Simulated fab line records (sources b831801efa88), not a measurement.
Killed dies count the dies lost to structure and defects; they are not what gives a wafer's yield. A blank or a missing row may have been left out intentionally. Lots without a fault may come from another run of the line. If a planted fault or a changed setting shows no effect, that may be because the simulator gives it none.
fab line records    flow sky130
[record] lots = 15  wafers = 45  last_day = 50
route steps=708 shown VIA3@574 METAL4@626
lots that met no fault: taken from a fault-free run of the same line
start_h: hours from the record's opening day to when the first of the lot's shown wafers began    wait_h: hours elapsed since this lot's preceding step    " as in the row above    L1.1+2: several wafers, shown together as one row    - either no value or no given start    * or withheld: withheld    < > ~ a bound
route shown NAME@n: NAME is a module with steps in the file, n the number in the route of the first one    usual: mean/standard deviation of fault-free wafers    same: alike in all rows    chamber/n: place in a boat    sites: readings site by site    _std_site: the values' standard deviation    _edge_site: inner sites' mean taken away from outer sites' mean    radius_mm: how far each site lies from the wafer's centre    mask NAME#n: copy n    behind: the tool/chamber that last shaped the wafer    hold: why the lot went on hold/how many hours it stayed there/how the hold came to an end    device: the n, p or np transistor that did not switch    end of line: the same wafers' tests at the end of the route    a step without rows: its recipe alone    killed: dies lost to structure and defects at the first sort, not the wafer's yield    map: a wafer's dies, x killed, . not, _ none there
set.NAME: the setting that was run; set.NAME@STEP: the one run at that earlier step    model.NAME: the simulator's own value behind a step, which no gauge read
the route's steps for a sample of lots (tables are steps, rows are wafers)
services: the hour from which a tool's chamber was out of use, counted from the record's first day as start_h (under 0 if before that day), plus the number of hours and why
[[steps]]
[step SKY_VIA3_THK_MEAS_01]
[recipe] reads = SiO2_of_VIA3_HDPCVD_00
[usual] VIA3_HDPCVD_THK = 1627/23
lot.wafer  tool           chamber  start_h  wait_h  VIA3_HDPCVD_THK[nm]
L231.1     film_metro-03  -        905.11   0.1     1628
L231.2     "              -        "        "       1596
L231.6     "              -        "        "       1609
L235.1     film_metro-03  -        913.65   0.1     1681
L235.3     "              -        "        "       1635
L235.5     "              -        "        "       1661
L234.2     film_metro-01  -        923.89   0.1     1649
L234.4     "              -        "        "       1663
L234.5     "              -        "        "       1669
L236.1     film_metro-01  -        928.40   0.1     1615
L236.2     "              -        "        "       1601
L236.3     "              -        "        "       1595
L237.1     film_metro-02  -        936.56   0.1     1634
L237.4     "              -        "        "       1653
L237.6     "              -        "        "       1621
L238.2     film_metro-02  -        955.56   0.1     1610
L238.4     "              -        "        "       1593
L238.5     "              -        "        "       1612
L239.4     film_metro-03  -        956.48   0.0     1579
L239.5     "              -        "        "       1604
L239.6     "              -        "        "       1605
L240.2     film_metro-03  -        957.73   0.1     1627
L240.3     "              -        "        "       1627
L240.4     "              -        "        "       1650
L242.1     film_metro-02  -        972.06   0.1     1622
L242.3     "              -        "        "       1594
L242.6     "              -        "        "       1616
L243.1     film_metro-03  -        978.21   0.1     1623
L243.2     "              -        "        "       1613
L243.6     "              -        "        "       1614
L244.1     film_metro-03  -        988.92   0.1     1651
L244.5     "              -        "        "       1658
L244.6     "              -        "        "       1616
L245.2     film_metro-01  -        998.26   0.1     1609
L245.4     "              -        "        "       1602
L245.5     "              -        "        "       1582
L251.1     film_metro-01  -        1032.60  0.1     1574
L251.3     "              -        "        "       1610
L251.6     "              -        "        "       1607
L253.2     film_metro-03  -        1048.85  0.1     1634
L253.4     "              -        "        "       1618
L253.6     "              -        "        "       1659
L254.3     film_metro-03  -        1062.93  0.1     1644
L254.4     "              -        "        "       1658
L254.5     "              -        "        "       1618
[step SKY_VIA3_ETCH_14]
[recipe] chemistry = N2/H2  target = BARC  ion_energy_ev = 200  source_w = 500  bias_w = 100  pressure_mtorr = 30  n2_flow_sccm = 100  h2_flow_sccm = 200  stop_on = SiO2  time_s = 45.9  target_depth_a = 600
[usual] drypump_motor_current_A = 5.71/0.29  h2_flow_sccm = 200.0/0.61  n2_flow_sccm = 99.97/0.3  oes_product_au = 0.854/0.005  throttle_valve_pct = 13.225/0.009
lot.wafer  tool         chamber  start_h  wait_h  drypump_motor_current_A  h2_flow_sccm  n2_flow_sccm  oes_product_au  rf_hours_counter_h  throttle_valve_pct
L231.1     rie_diel-02  1        930.38   0.0     5.93                     199.3         100.28        0.857           12                  13.211
L231.2     "            3        "        "       5.16                     199.9         100.38        0.858           3                   13.231
L231.6     "            3        "        "       5.15                     199.9         100.48        0.858           -                   13.231
L235.1     rie_diel-02  3        938.38   0.0     5.16                     199.5         100.71        0.860           4                   13.233
L235.3     "            1        "        "       5.97                     199.7         99.94         0.854           13                  13.246
L235.5     "            3        "        "       5.16                     200.8         100.17        0.860           -                   13.242
L234.2     rie_diel-03  3        948.93   0.0     5.60                     200.3         100.23        0.852           10                  13.234
L234.4     "            2        "        "       5.41                     200.0         99.55         0.860           22                  13.216
L234.5     "            2        "        "       5.40                     200.2         99.90         0.857           -                   13.222
L236.1     rie_diel-02  1        953.46   0.0     5.95                     199.6         100.01        0.848           13                  13.224
L236.2     "            3        "        "       5.16                     198.8         100.28        0.847           4                   13.237
L236.3     "            0        "        "       5.79                     200.6         99.72         0.858           3                   13.231
L237.1     rie_diel-03  2        960.94   0.0     5.43                     200.6         100.01        0.856           22                  13.239
L237.4     "            1        "        "       6.02                     199.5         99.57         0.856           4                   13.224
L237.6     "            3        "        "       5.61                     199.1         100.36        0.858           -                   13.223
L238.2     rie_diel-03  2        980.48   0.0     5.42                     200.7         100.16        0.847           23                  13.224
L238.4     "            3        "        "       5.59                     200.0         99.35         0.846           10                  13.221
L238.5     "            2        "        "       5.41                     201.2         100.38        0.854           -                   13.216
L239.4     rie_diel-02  3        981.26   0.0     5.17                     200.1         100.51        0.856           5                   13.228
L239.5     "            1        "        "       5.95                     200.8         99.83         0.852           -                   13.205
L239.6     "            2        "        "       5.48                     200.6         100.04        0.852           -                   13.224
L240.2     rie_diel-01  2        982.41   0.0     6.10                     200.1         99.55         0.853           22                  13.231
L240.3     "            3        "        "       5.98                     199.6         99.94         0.852           26                  13.214
L240.4     "            1        "        "       5.72                     199.6         100.34        0.851           21                  13.217
L242.1     rie_diel-03  3        995.98   0.0     5.61                     200.1         100.23        0.855           11                  13.233
L242.3     "            2        "        "       5.42                     200.5         100.00        0.857           23                  13.220
L242.6     "            2        "        "       5.42                     198.8         100.10        0.852           -                   13.224
L243.1     rie_diel-02  1        1002.68  0.0     5.96                     200.7         99.83         0.854           14                  13.207
L243.2     "            2        "        "       5.48                     199.9         100.11        0.858           13                  13.225
L243.6     "            0        "        "       5.78                     200.6         100.40        0.856           -                   13.217
L244.1     rie_diel-03  3        1013.36  0.0     5.62                     198.5         100.07        0.860           11                  13.223
L244.5     "            2        "        "       5.40                     199.0         99.66         0.861           -                   13.212
L244.6     "            1        "        "       6.05                     198.8         100.03        0.850           -                   13.224
L245.2     rie_diel-02  0        1022.08  0.0     5.80                     201.0         99.70         0.849           5                   13.226
L245.4     "            3        "        "       5.17                     201.0         100.01        0.849           6                   13.222
L245.5     "            0        "        "       5.80                     200.2         99.73         0.853           -                   13.213
L251.1     rie_diel-01  0        1054.46  0.0     6.23                     199.7         100.16        0.850           23                  13.244
L251.3     "            3        "        "       5.98                     199.5         99.84         0.855           29                  13.219
L251.6     "            2        "        "       6.12                     199.4         100.37        0.857           -                   13.224
L253.2     rie_diel-02  0        1070.68  0.0     5.83                     200.5         100.32        0.852           6                   13.223
L253.4     "            2        "        "       5.50                     199.7         100.19        0.849           15                  13.226
L253.6     "            1        "        "       5.93                     200.2         100.07        0.856           -                   13.224
L254.3     rie_diel-02  2        1084.38  0.0     5.45                     200.3         99.89         0.852           15                  13.236
L254.4     "            0        "        "       5.74                     199.8         100.11        0.858           7                   13.219
L254.5     "            2        "        "       5.48                     200.1         99.56         0.857           -                   13.221
[step SKY_METAL4_EXPOSE_10]
[recipe] mask_id = MM4  na = 0.68  source_shape = annular  sigma_inner = 0.4  sigma_outer = 0.8  target_cd_nm = 300  dose_mj = 28
[usual] exposure_dose_mJ_cm2 = 27.851/0.03  focus_offset_nm = 0.0/0.49
lot.wafer  tool            chamber  start_h  wait_h  mask   exposure_dose_mJ_cm2  focus_offset_nm
L231.1     krf_scanner-01  0        968.85   -       MM4#0  27.862                -0.4
L231.2     "               0        "        "       MM4#0  27.868                -0.5
L231.6     "               0        "        "       MM4#0  27.836                -0.1
L235.1     krf_scanner-02  0        976.92   -       MM4#0  27.860                0.1
L235.3     "               0        "        "       MM4#0  27.842                0.7
L235.5     "               0        "        "       MM4#0  27.834                0.1
L234.2     krf_scanner-02  0        987.53   -       MM4#0  27.834                0.0
L234.4     "               0        "        "       MM4#0  27.806                -0.4
L234.5     "               0        "        "       MM4#0  27.789                -0.1
L236.1     krf_scanner-01  0        991.34   -       MM4#0  27.832                0.3
L236.2     "               0        "        "       MM4#0  27.867                0.2
L236.3     "               0        "        "       MM4#0  27.866                -0.5
L237.1     krf_scanner-01  0        998.77   -       MM4#0  27.898                0.6
L237.4     "               0        "        "       MM4#0  27.864                0.5
L237.6     "               0        "        "       MM4#0  27.916                0.8
L238.2     krf_scanner-01  0        1017.83  -       MM4#0  27.862                -0.5
L238.4     "               0        "        "       MM4#0  27.862                -0.4
L238.5     "               0        "        "       MM4#0  27.838                -0.2
L239.4     krf_scanner-01  0        1018.67  -       MM4#0  27.817                -0.3
L239.5     "               0        "        "       MM4#0  27.830                -0.2
L239.6     "               0        "        "       MM4#0  27.807                -0.4
L240.2     krf_scanner-01  0        1019.73  -       MM4#0  27.847                -0.1
L240.3     "               0        "        "       MM4#0  27.826                0.0
L240.4     "               0        "        "       MM4#0  27.837                -1.2
L242.1     krf_scanner-01  0        1032.96  -       MM4#0  27.858                0.3
L242.3     "               0        "        "       MM4#0  27.832                0.4
L242.6     "               0        "        "       MM4#0  27.820                0.3
L243.1     krf_scanner-01  -        1040.05  -       MM4#0  -                     -
L243.2     "               -        "        "       MM4#0  -                     -
L243.6     "               -        "        "       MM4#0  -                     -
L244.1     krf_scanner-01  -        1048.66  -       MM4#0  -                     -
L244.5     "               -        "        "       MM4#0  -                     -
L244.6     "               -        "        "       MM4#0  -                     -
L245.2     krf_scanner-01  -        1058.08  -       MM4#0  -                     -
L245.4     "               -        "        "       MM4#0  -                     -
L245.5     "               -        "        "       MM4#0  -                     -
L251.1     krf_scanner-02  0        1088.74  -       MM4#0  27.847                -0.3
L251.3     "               0        "        "       MM4#0  27.844                -0.8
L251.6     "               0        "        "       MM4#0  27.836                -0.3
L253.2     krf_scanner-02  0        1104.18  -       MM4#0  27.849                0.7
L253.4     "               0        "        "       MM4#0  27.810                0.0
L253.6     "               0        "        "       MM4#0  27.853                0.5
L254.3     krf_scanner-02  0        1116.35  -       MM4#0  27.877                0.6
L254.4     "               0        "        "       MM4#0  27.819                0.3
L254.5     "               0        "        "       MM4#0  27.918                0.1
[step SKY_METAL4_STRIP_19]
[recipe] chemistry = O2/N2  power_w = 1400  pressure_mtorr = 1500  platen_temp_c = withheld  o2_flow_sccm = 3000  n2_flow_sccm = 300  overash_fraction = 0.5
[usual] drypump_motor_current_A = 5.4/0.44  n2_flow_sccm = 300.0/0.89  oes_product_au = 0.503/0.0058  strip_time_to_endpoint_s = 6.56/0.093
lot.wafer  tool             chamber  start_h  wait_h  drypump_motor_current_A  n2_flow_sccm  oes_product_au  rf_hours_counter_h  strip_time_to_endpoint_s
L231.1     plasma_asher-04  0        981.90   0.1     5.7                      299.3         0.496           26                  6.42
L231.2     "                1        "        "       5.7                      299.5         0.497           26                  6.66
L231.6     "                1        "        "       5.7                      299.0         0.506           -                   6.57
L235.1     plasma_asher-03  0        988.95   0.1     4.8                      300.5         0.495           86                  6.50
L235.3     "                0        "        "       4.8                      300.7         0.502           -                   6.40
L235.5     "                0        "        "       4.8                      300.7         0.495           -                   6.37
L234.2     plasma_asher-02  1        999.60   0.1     5.4                      300.7         0.505           56                  6.59
L234.4     "                0        "        "       6.1                      301.4         0.504           -                   6.66
L234.5     "                1        "        "       5.5                      302.0         0.512           -                   6.72
L236.1     plasma_asher-04  1        1003.64  0.1     5.6                      299.5         0.509           28                  6.55
L236.2     "                0        "        "       5.6                      299.4         0.493           28                  6.39
L236.3     "                1        "        "       5.7                      300.2         0.494           -                   6.43
L237.1     plasma_asher-03  0        1011.64  0.1     4.8                      300.0         0.503           88                  6.69
L237.4     "                1        "        "       5.0                      299.8         0.501           -                   6.67
L237.6     "                1        "        "       5.0                      301.1         0.494           -                   6.67
L238.2     plasma_asher-04  1        1029.75  0.1     5.7                      299.9         0.497           30                  6.47
L238.4     "                0        "        "       5.6                      299.4         0.507           -                   6.65
L238.5     "                0        "        "       5.6                      300.5         0.499           -                   6.46
L239.4     plasma_asher-04  1        1030.37  0.1     5.7                      300.2         0.502           -                   6.47
L239.5     "                1        "        "       5.7                      300.2         0.516           -                   6.63
L239.6     "                0        "        "       5.7                      299.2         0.505           -                   6.44
L240.2     plasma_asher-03  1        1031.20  0.1     5.0                      301.6         0.496           90                  6.58
L240.3     "                1        "        "       5.0                      299.6         0.498           -                   6.57
L240.4     "                0        "        "       4.9                      298.8         0.509           -                   6.62
L242.1     plasma_asher-03  0        1044.30  0.1     4.8                      299.8         0.518           91                  6.77
L242.3     "                0        "        "       4.8                      300.2         0.506           -                   6.62
L242.6     "                1        "        "       5.0                      298.5         0.511           -                   6.62
L243.1     plasma_asher-03  1        1051.25  0.1     5.0                      298.5         0.513           92                  6.63
L243.2     "                0        "        "       4.8                      299.9         0.509           92                  6.57
L243.6     "                1        "        "       5.0                      301.6         0.509           -                   6.59
L244.1     plasma_asher-02  0        1060.05  0.1     6.1                      300.0         0.499           62                  6.44
L244.5     "                1        "        "       5.5                      300.6         0.496           -                   6.45
L244.6     "                0        "        "       6.1                      300.8         0.506           -                   6.66
L245.2     plasma_asher-02  0        1068.94  0.1     6.1                      301.5         0.506           63                  6.64
L245.4     "                1        "        "       5.5                      299.6         0.497           -                   6.48
L245.5     "                0        "        "       6.1                      299.7         0.508           -                   6.60
L251.1     plasma_asher-04  1        1098.84  0.1     5.7                      299.7         0.503           37                  6.43
L251.3     "                0        "        "       5.6                      298.8         0.507           -                   6.58
L251.6     "                0        "        "       5.6                      300.0         0.502           -                   6.60
L253.2     plasma_asher-02  1        1114.05  0.1     5.5                      300.6         0.507           67                  6.47
L253.4     "                0        "        "       6.1                      299.0         0.501           -                   6.38
L253.6     "                0        "        "       6.1                      300.2         0.504           -                   6.46
L254.3     plasma_asher-02  0        1126.88  0.1     6.1                      298.8         0.510           -                   6.61
L254.4     "                1        "        "       5.5                      301.2         0.495           -                   6.53
L254.5     "                0        "        "       6.1                      299.0         0.496           -                   6.50
[[services]]
tool             chamber  start_h  hours  kind
krf_scanner-02   -        907.37   0.8    pm
rie_diel-03      2        910.91   4.1    repair
plasma_asher-02  -        912.96   0.8    repair
krf_scanner-01   -        919.25   0.8    pm
rie_diel-02      2        924.27   7.2    repair
rie_diel-02      0        928.76   4.7    repair
krf_scanner-02   -        947.22   1.1    repair
rie_diel-03      0        956.65   2.4    repair
krf_scanner-01   -        960.11   0.2    repair
plasma_asher-02  -        963.70   3.3    repair
krf_scanner-01   -        966.88   1.3    pm
rie_diel-02      2        967.40   1.6    repair
krf_scanner-01   -        971.62   0.9    repair
krf_scanner-02   -        1000.19  1.0    pm
krf_scanner-02   -        1007.28  0.6    repair
krf_scanner-01   -        1022.91  1.0    pm
krf_scanner-02   -        1023.72  34.5   repair
rie_diel-02      -        1035.33  1.6    repair
krf_scanner-01   -        1038.57  1.4    repair
rie_diel-03      3        1056.95  7.9    repair
krf_scanner-01   -        1065.59  0.7    repair
krf_scanner-02   -        1071.78  1.3    pm
rie_diel-02      -        1072.22  6.1    repair
krf_scanner-01   -        1088.05  0.8    pm
[[key]]
[first_sign] step = SKY_METAL4_EXPOSE_10  reading = tool_record  direction = missing
effect none on later readings
met_at SKY_METAL4_EXPOSE_10
struck_lots L243,L244,L245
later_rows_left_out L243.1,L243.2,L243.6,L244.1,L244.5,L244.6,L245.2,L245.4,L245.5
sort_left_out L243.1,L243.2,L243.6,L244.1,L244.5,L244.6,L245.2,L245.4,L245.5
not_acting_at SKY_VIA3_THK_MEAS_01,SKY_VIA3_ETCH_14,SKY_METAL4_STRIP_19
onset_between 1032.96 1040.05
[fault] kind = skipped_step_whole  tool = krf_scanner-01  chamber = -  onset_h = 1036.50  steps = SKY_METAL4_EXPOSE_10  scope = struck_lots_only
// sort_left_out: the simulated sort isn't trusted on such a fault, so these wafers' sort isn't shown, and their yield isn't known
// later_rows_left_out: the simulator's readings of these wafers behind a module that went badly wrong aren't trusted and aren't shown, but for the sort
